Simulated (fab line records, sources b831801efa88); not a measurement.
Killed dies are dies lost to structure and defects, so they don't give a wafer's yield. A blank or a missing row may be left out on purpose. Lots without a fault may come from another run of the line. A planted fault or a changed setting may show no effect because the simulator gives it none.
fab line records | flow sky130
record lots=6 wafers=18 last_day=50
route steps=708 shown LDD_LDN@298 SPACER@304 POLY_CUT@307 PAD_OPEN@708
lots that met no fault: from a run of the same line without faults
start_h: hours from the record's first day to the start of the lot's first wafer shown | wait_h: hours since the lot's step before | " the same as in the row above | L1.1+2: a row that stands for several wafers | - no value, or no start given | * or withheld: withheld | < > ~ a bound
route shown NAME@n: a module of which the file shows steps, and the number in the route of the first | usual: mean/standard deviation of fault-free wafers | same: alike in all rows | chamber/n: place in a boat | sites: the reading at each site | _std_site: their standard deviation | _edge_site: outer sites' mean less inner sites' | radius_mm: how far each site lies from the wafer's centre | mask NAME#n: copy n | behind: the tool/chamber that last shaped the wafer | hold: why the lot was held/for how many hours/how that ended | device: the transistor (n, p or np) that didn't switch | end of line: the same wafers' tests at the end of the route | a step without rows: its recipe alone | killed: dies lost to structure and defects at the first sort, not the wafer's yield | map: a wafer's dies, x killed, . not, _ none there
set.NAME: the setting as run; set.NAME@STEP: as run at that earlier step | model.NAME: the simulator's own value behind a step, which no gauge read
lots at some steps of the route; a table a step, a row a wafer
services: from which hour (start_h, from the record's first day; less than 0 if before it) a tool's chamber was out of use, for how many hours, and why
## steps
# step SKY_LDD_LDN_IMPLANT_09
# recipe species=As energy_kev=15 dose_cm2=1.25e+13 tilt_deg=withheld rotation_deg=113
# step SKY_LDD_LDN_IMPLANT_10
# recipe species=As energy_kev=15 dose_cm2=1.25e+13 tilt_deg=withheld rotation_deg=203
# step SKY_LDD_LDN_IMPLANT_11
# recipe species=As energy_kev=15 dose_cm2=1.25e+13 tilt_deg=withheld rotation_deg=293
# step SKY_LDD_LDN_STRIP_12
# recipe chemistry=O2/N2 power_w=1400 pressure_mtorr=1500 platen_temp_c=withheld o2_flow_sccm=3000 n2_flow_sccm=300 overash_fraction=0.5
# usual drypump_motor_current_A=5.31/0.22 oes_product_au=0.716/0.0046 strip_time_to_endpoint_s=14.19/0.034
# columns lot.wafer tool chamber start_h wait_h drypump_motor_current_A oes_product_au rf_hours_counter_h strip_time_to_endpoint_s
L457.1 plasma_asher-02 1 568.23 0.1 5.38 0.712 88 14.25
L457.2 " 0 " " 5.30 0.717 88 14.19
L457.6 " 1 " " 5.38 0.709 - 14.18
L466.2 plasma_asher-04 1 647.62 0.1 4.95 0.716 83 14.11
L466.3 " 0 " " 5.47 0.715 - 14.14
L466.6 " 1 " " 4.95 0.717 - 14.14
L467.2 plasma_asher-03 0 659.37 0.1 5.34 0.716 21 14.24
L467.3 " 1 " " 5.56 0.714 - 14.23
L467.5 " 0 " " 5.33 0.713 - 14.20
L470.3 plasma_asher-03 1 682.61 0.1 5.59 0.719 - 14.15
L470.4 " 0 " " 5.35 0.719 - 14.13
L470.5 " 1 " " 5.58 0.721 - 14.12
L474.1 plasma_asher-03 0 707.71 0.1 5.33 0.722 26 14.20
L474.3 " 0 " " 5.34 0.718 - 14.21
L474.4 " 1 " " 5.59 0.716 - 14.21
L475.1 plasma_asher-03 0 728.37 0.1 5.35 0.719 29 14.07
L475.2 " 1 " " 5.57 0.717 29 14.13
L475.6 " 0 " " 5.35 0.723 - 14.11
# step SKY_LDD_LDN_TW_MEAS_13
# usual LDD_LDN_TW=1466/11
# columns lot.wafer tool chamber start_h wait_h LDD_LDN_TW
L457.1 film_metro-03 - 568.33 0.1 1474
L457.2 " - " " 1475
L457.6 " - " " 1479
L466.2 film_metro-03 - 647.73 0.1 1480
L466.3 " - " " 1479
L466.6 " - " " 1477
L467.2 film_metro-04 - 659.48 0.1 1465
L467.3 " - " " 1470
L467.5 " - " " 1465
L470.3 film_metro-04 - 682.69 0.1 1459
L470.4 " - " " 1461
L470.5 " - " " 1462
L474.1 film_metro-02 - 707.81 0.1 1449
L474.3 " - " " 1454
L474.4 " - " " 1447
L475.1 film_metro-02 - 728.47 0.1 1459
L475.2 " - " " 1456
L475.6 " - " " 1461
# step SKY_LDD_LDN_CLEAN_14
# recipe chemistry=SC1/SC2 mix=1:4:20 temp_c=70 time_s=150 dry=n2_spin
# step SKY_SPACER_CVD_00
# recipe material=Si3N4 precursor=DCS/NH3 target_thk_nm=43.1 temp_c=770 time_s=740 pressure_mtorr=250
# step SKY_SPACER_THK_MEAS_01
# recipe reads=Si3N4_of_SPACER_CVD_00
# usual SPACER_CVD_00_THK=43.2/0.55
# columns lot.wafer tool chamber start_h wait_h SPACER_CVD_00_THK[nm]
L457.1 film_metro-04 - 569.64 0.0 44.0
L457.2 " - " " 43.6
L457.6 " - " " 43.8
L466.2 film_metro-02 - 650.07 0.0 42.6
L466.3 " - " " 42.5
L466.6 " - " " 42.4
L467.2 film_metro-04 - 661.56 0.0 42.5
L467.3 " - " " 42.9
L467.5 " - " " 42.3
L470.3 film_metro-02 - 684.83 0.0 43.1
L470.4 " - " " 42.8
L470.5 " - " " 42.7
L474.1 film_metro-01 - 709.12 0.0 43.1
L474.3 " - " " 42.8
L474.4 " - " " 43.0
L475.1 film_metro-04 - 731.55 0.0 43.2
L475.2 " - " " 43.3
L475.6 " - " " 43.4
# step SKY_SPACER_ETCHBACK_02
# recipe chemistry=CH3F/O2 target=Si3N4 stop_on=SiO2 source_w=400 bias_w=80 pressure_mtorr=25 ch3f_flow_sccm=40 O2_flow_sccm=30 time_s=46.7 target_depth_a=450
# usual drypump_motor_current_A=5.5/0.57 oes_product_au=0.856/0.0077 throttle_valve_pct=10.563/0.0092
# columns lot.wafer tool chamber start_h wait_h drypump_motor_current_A oes_product_au rf_hours_counter_h throttle_valve_pct
L457.1 rie_diel-04 3 569.70 0.1 6.0 0.855 28 10.555
L457.2 " 0 " " 6.1 0.849 7 10.548
L457.6 " 0 " " 6.1 0.861 - 10.588
L466.2 rie_diel-02 3 650.12 0.0 5.9 0.852 4 10.567
L466.3 " 1 " " 5.0 0.849 20 10.558
L466.6 " 2 " " 5.1 0.847 - 10.574
L467.2 rie_diel-03 0 661.61 0.0 5.6 0.845 12 10.564
L467.3 " 2 " " 5.0 0.856 5 10.579
L467.5 " 3 " " 6.7 0.846 - 10.563
L470.3 rie_diel-03 3 684.87 0.0 6.7 0.855 12 10.555
L470.4 " 0 " " 5.6 0.858 12 10.556
L470.5 " 3 " " 6.7 0.855 - 10.574
L474.1 rie_diel-02 3 709.18 0.1 5.9 0.858 4 10.575
L474.3 " 2 " " 5.2 0.851 47 10.552
L474.4 " 1 " " 5.0 0.855 21 10.564
L475.1 rie_diel-02 1 731.61 0.1 5.0 0.841 21 10.563
L475.2 " 3 " " 5.9 0.858 5 10.565
L475.6 " 0 " " 5.0 0.859 - 10.577
# step SKY_POLY_CUT_DEHYDRATE_00
# recipe temp_c=200 time_s=60
# step SKY_POLY_CUT_HMDS_01
# recipe prime_time_s=60 prime_temp_c=120
# step SKY_POLY_CUT_COAT_02
# recipe resist=BARC temp_c=withheld time_s=withheld spin_rpm=3000 resist_thk_nm=60
# step SKY_POLY_CUT_COAT_03
# recipe resist=KrF-thick spin_rpm=3000 resist_thk_nm=450
# usual spin_speed_rpm=3000.1/2.3
# columns lot.wafer tool chamber start_h wait_h spin_speed_rpm model.KrF-thick_of_POLY_CUT_COAT_03.thk_nm
L457.1 litho_track-02 0 583 - 3003.3 451.4
L457.2 " 0 " " 2999.9 452
L457.6 " 0 584 - 2999.8 451.3
L466.2 litho_track-03 0 664 - 2945.9 454.8
L466.3 " 0 " " 2942.2 454.4
L466.6 " 0 " " 2944.3 453.5
L467.2 litho_track-03 0 675 - 2944.4 455
L467.3 " 0 " " 2943.7 454.3
L467.5 " 0 " " 2942.8 453.8
L470.3 litho_track-02 0 698 - 2998.7 450.4
L470.4 " 0 " " 2994.9 450.6
L470.5 " 0 " " 2998.9 449.7
L474.1 litho_track-02 0 723 - 2998.2 449.1
L474.3 " 0 " " 3000.5 449.6
L474.4 " 0 " " 3002.2 449
L475.1 litho_track-03 0 745 - 2994.1 452
L475.2 " 0 " " 2997.1 451.5
L475.6 " 0 " " 3002.3 452.2
# step SKY_POLY_CUT_SOFTBAKE_04
# recipe temp_c=100 time_s=90 resist=KrF-thick
# step SKY_POLY_CUT_EXPOSE_05
# recipe mask_id=NPCM na=0.8 source_shape=annular sigma_inner=0.55 sigma_outer=0.85 target_cd_nm=270 dose_mj=32
# step SKY_POLY_CUT_PEB_06
# recipe peb_temp_c=withheld peb_time_s=withheld resist=KrF-thick
# step SKY_POLY_CUT_DEVELOP_07
# recipe develop_time_s=60 resist=KrF-thick dev_temp_c=21
# step SKY_POLY_CUT_CD_MEAS_08
# recipe target_cd_nm=270
# usual cd_nm=270.3/1.2
# columns lot.wafer tool chamber start_h wait_h cd_nm
L457.1 cd_sem-02 - 599.36 - 268.0
L457.2 " - " " 269.2
L457.6 " - " " 268.4
L466.2 cd_sem-01 - 678.51 - 269.6
L466.3 " - " " 270.0
L466.6 " - " " 269.7
L467.2 cd_sem-01 - 689.73 - 268.6
L467.3 " - " " 269.1
L467.5 " - " " 268.2
L470.3 cd_sem-02 - 712.30 - 270.4
L470.4 " - " " 270.5
L470.5 " - " " 270.3
L474.1 cd_sem-01 - 737.11 - 269.4
L474.3 " - " " 269.2
L474.4 " - " " 269.0
L475.1 cd_sem-01 - 757.98 - 271.4
L475.2 " - " " 274.0
L475.6 " - " " 270.9
# step SKY_POLY_CUT_OVL_MEAS_09
# usual POLY_CUT_OVL=1/5.4
# columns lot.wafer tool chamber start_h wait_h POLY_CUT_OVL[nm]
L457.1 overlay-01 - 599.48 0.1 -2
L457.2 " - " " -1
L457.6 " - " " 1
L466.2 overlay-01 - 678.61 0.1 0
L466.3 " - " " 2
L466.6 " - " " -4
L467.2 overlay-01 - 689.83 0.1 -5
L467.3 " - " " -6
L467.5 " - " " -8
L470.3 overlay-02 - 712.39 0.1 8
L470.4 " - " " 4
L470.5 " - " " 6
L474.1 overlay-01 - 737.23 0.1 -10
L474.3 " - " " -7
L474.4 " - " " -11
L475.1 overlay-01 - 758.10 0.1 -3
L475.2 " - " " 3
L475.6 " - " " -7
# step SKY_POLY_CUT_ETCH_10
# recipe chemistry=N2/H2 target=BARC ion_energy_ev=200 source_w=500 bias_w=100 pressure_mtorr=30 n2_flow_sccm=100 h2_flow_sccm=200 stop_on=SiO2 time_s=45.9 target_depth_a=600
# usual drypump_motor_current_A=5.6/0.54 oes_product_au=0.855/0.0047 throttle_valve_pct=13.224/0.0082
# columns lot.wafer tool chamber start_h wait_h drypump_motor_current_A oes_product_au rf_hours_counter_h throttle_valve_pct model.KrF-thick_of_POLY_CUT_COAT_03.thk_nm
L457.1 rie_diel-02 0 599.51 0.0 5.0 0.858 6 13.222 409.3
L457.2 " 3 " " 6.0 0.855 3 13.222 409.9
L457.6 " 3 " " 5.9 0.856 - 13.225 409.3
L466.2 rie_diel-03 0 678.64 0.0 5.6 0.860 12 13.224 412.7
L466.3 " 2 " " 5.1 0.857 6 13.234 412.5
L466.6 " 2 " " 5.1 0.851 - 13.228 411.3
L467.2 rie_diel-03 1 689.86 0.0 5.3 0.855 3 13.221 413
L467.3 " 2 " " 5.0 0.854 6 13.212 412.3
L467.5 " 2 " " 5.0 0.853 - 13.226 412
L470.3 rie_diel-02 1 712.41 0.0 5.0 0.856 21 13.227 408.3
L470.4 " 0 " " 5.0 0.862 8 13.215 408.7
L470.5 " 1 " " 5.0 0.850 - 13.218 407.7
L474.1 rie_diel-01 1 737.26 0.0 5.7 0.854 12 13.219 406.8
L474.3 " 3 " " 5.8 0.859 7 13.211 407.3
L474.4 " 1 " " 5.7 0.850 - 13.226 406.5
L475.1 rie_diel-02 1 758.13 0.0 5.0 0.849 22 13.229 410.1
L475.2 " 2 " " 5.1 0.857 0 13.236 409.6
L475.6 " 3 " " 5.9 0.856 - 13.211 410.1
# step SKY_POLY_CUT_ETCH_11
# recipe target=Si3N4 chemistry=CF4/CH2F2/Ar stop_on=poly-Si source_w=600 bias_w=150 pressure_mtorr=40 cf4_flow_sccm=40 ch2f2_flow_sccm=20 Ar_flow_sccm=150 time_s=42.5 target_depth_a=600
# usual drypump_motor_current_A=5.6/0.54 oes_product_au=0.829/0.0064 throttle_valve_pct=14.993/0.01
# columns lot.wafer tool chamber start_h wait_h drypump_motor_current_A oes_product_au rf_hours_counter_h throttle_valve_pct
L457.1 rie_diel-02 0 599.55 0.0 5.0 0.825 6 15.020
L457.2 " 3 " " 5.9 0.822 3 14.999
L457.6 " 3 " " 5.9 0.827 - 15.007
L466.2 rie_diel-03 0 678.68 0.0 5.6 0.841 12 14.999
L466.3 " 2 " " 5.1 0.825 6 14.992
L466.6 " 2 " " 5.0 0.835 - 14.996
L467.2 rie_diel-03 1 689.91 0.0 5.3 0.821 3 14.992
L467.3 " 2 " " 5.1 0.827 6 14.996
L467.5 " 2 " " 5.0 0.822 - 14.997
L470.3 rie_diel-02 1 712.46 0.0 5.0 0.830 21 14.998
L470.4 " 0 " " 5.0 0.821 8 15.001
L470.5 " 1 " " 5.0 0.819 - 14.982
L474.1 rie_diel-01 1 737.31 0.0 5.7 0.830 12 15.008
L474.3 " 3 " " 5.8 0.827 7 15.006
L474.4 " 1 " " 5.7 0.828 - 14.990
L475.1 rie_diel-02 1 758.18 0.0 5.0 0.834 22 15.007
L475.2 " 2 " " 5.1 0.827 0 14.993
L475.6 " 3 " " 5.9 0.833 - 14.991
# step SKY_PAD_OPEN_PROBE_99
# usual killed_at_M0_to_M3=43/7.2 killed_at_M4_up=3.0/1.7 killed_at_contacts=24/5.3 killed_at_front_end=15/4.6 killed_at_other=0.3/0.5 killed_dies=85/10 killed_open=46/7.2 killed_short=39/6.4
# same gross_dies=492 killed_at_back_side=0
# columns lot.wafer tool chamber start_h wait_h killed_at_M0_to_M3 killed_at_M4_up killed_at_contacts killed_at_front_end killed_at_other killed_dies killed_open killed_short
L466.2 prober-02 - 1157.29 0.1 44 3 22 21 0 90 46 44
L466.3 prober-02 - 1157.34 0.2 45 2 24 18 0 89 37 52
L466.6 prober-02 - 1157.49 0.2 48 2 25 14 1 90 50 40
L467.2 prober-01 - 1167.68 0.1 39 2 9 10 0 60 40 20
L467.3 prober-01 - 1167.73 0.2 38 3 22 21 1 85 45 40
L467.5 prober-01 - 1167.83 0.2 40 1 19 18 1 79 47 32
# killed by level:class
L466.2 LI_CONTACT:geometric_particle:open=10 VIA1:geometric_particle:open=9 METAL1:geometric_particle:short=8 FIELD_ISO:geometric_particle:short=7 FIELD_ISO:geometric_particle:open=5 VIA2:geometric_particle:open=5 LOCAL_INTERCONNECT:geometric_particle:short=5 VIA2:geometric_particle:short=5
L466.3 METAL2:geometric_particle:short=12 CONTACT:geometric_particle:open=11 VIA3:geometric_particle:open=7 VIA3:geometric_particle:short=6 METAL1:geometric_particle:short=5 FIELD_ISO:geometric_particle:open=4 FIELD_ISO:geometric_particle:short=4 LI_CONTACT:geometric_particle:open=4
L466.6 CONTACT:geometric_particle:open=11 VIA1:geometric_particle:open=10 METAL2:geometric_particle:short=9 VIA2:geometric_particle:open=7 LI_CONTACT:geometric_particle:open=6 METAL3:geometric_particle:short=6 POLY_GATE:geometric_particle:short=4 VIA3:geometric_particle:short=4
L467.2 VIA1:geometric_particle:open=14 VIA2:geometric_particle:open=7 VIA1:geometric_particle:short=7 FIELD_ISO:geometric_particle:open=4 VIA3:geometric_particle:open=4 LI_CONTACT:geometric_particle:open=3 SPACER:geometric_particle:open=2 CONTACT:geometric_particle:open=2
L467.3 LI_CONTACT:geometric_particle:open=9 VIA1:geometric_particle:open=8 METAL1:geometric_particle:short=7 FIELD_ISO:geometric_particle:open=6 FIELD_ISO:geometric_particle:short=6 LOCAL_INTERCONNECT:geometric_particle:short=5 CONTACT:geometric_particle:open=5 METAL2:geometric_particle:short=5
L467.5 VIA1:geometric_particle:open=8 FIELD_ISO:geometric_particle:open=7 VIA3:geometric_particle:open=7 VIA2:geometric_particle:open=6 LI_CONTACT:geometric_particle:open=5 VIA1:geometric_particle:short=5 CONTACT:geometric_particle:open=4 METAL1:geometric_particle:short=4
## services
# columns tool chamber start_h hours kind
rie_diel-04 0 554.80 3.1 repair
rie_diel-01 - 588.87 2.8 pm
rie_diel-03 1 595.13 9.1 repair
rie_diel-03 2 595.89 5.5 repair
plasma_asher-04 - 612.72 2.8 pm
rie_diel-01 1 631.98 3.2 repair
plasma_asher-02 - 640.70 0.9 repair
rie_diel-02 - 669.75 0.9 repair
rie_diel-04 3 702.76 6.3 repair
plasma_asher-02 - 707.89 0.5 repair
rie_diel-02 2 728.35 - clean
rie_diel-02 2 728.35 16.3 scheduled_down
rie_diel-02 2 728.35 16.3 vent_cycle
rie_diel-01 2 729.02 - clean
rie_diel-01 2 729.02 18.8 scheduled_down
rie_diel-01 2 729.02 18.8 vent_cycle
rie_diel-04 3 732.80 3.7 repair
plasma_asher-02 - 733.75 9.0 pm
plasma_asher-02 0 733.75 9.0 vent_cycle
rie_diel-04 2 736.99 19.0 repair
plasma_asher-04 - 738.87 0.8 repair
rie_diel-01 1 740.14 8.4 repair
rie_diel-04 0 754.58 4.4 repair
plasma_asher-04 - 757.03 9.0 repair
## key
first_sign step=SKY_POLY_CUT_COAT_03 reading=spin_speed_rpm direction=down sigmas=25 usual=3000.1 struck=2943.9
effect none on later readings
model_effect step=SKY_POLY_CUT_COAT_03 value=KrF-thick_of_POLY_CUT_COAT_03.thk_nm without=449.9 struck=454.3
model_effect step=SKY_POLY_CUT_ETCH_10 value=KrF-thick_of_POLY_CUT_COAT_03.thk_nm without=408 struck=412.3
met_at SKY_POLY_CUT_COAT_03
struck_wafers L466.2,L466.3,L466.6,L467.2,L467.3,L467.5
tester_left_out L466,L467
fault kind=process_parameter_drift tool=litho_track-03 chamber=- onset_h=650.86 steps=SKY_POLY_CUT_COAT_03 channel=spin_rpm offset=-57.138 shape=step end_h=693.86 acts_in=these_recipes_only stated=3000
# tester_left_out: of these lots the tester's yield and bins aren't shown, on N5 and GAA mostly nor the transistor test; their killed dies are dies lost to structure and defects alone, not to doping, threshold or leakage, so they don't give the yield
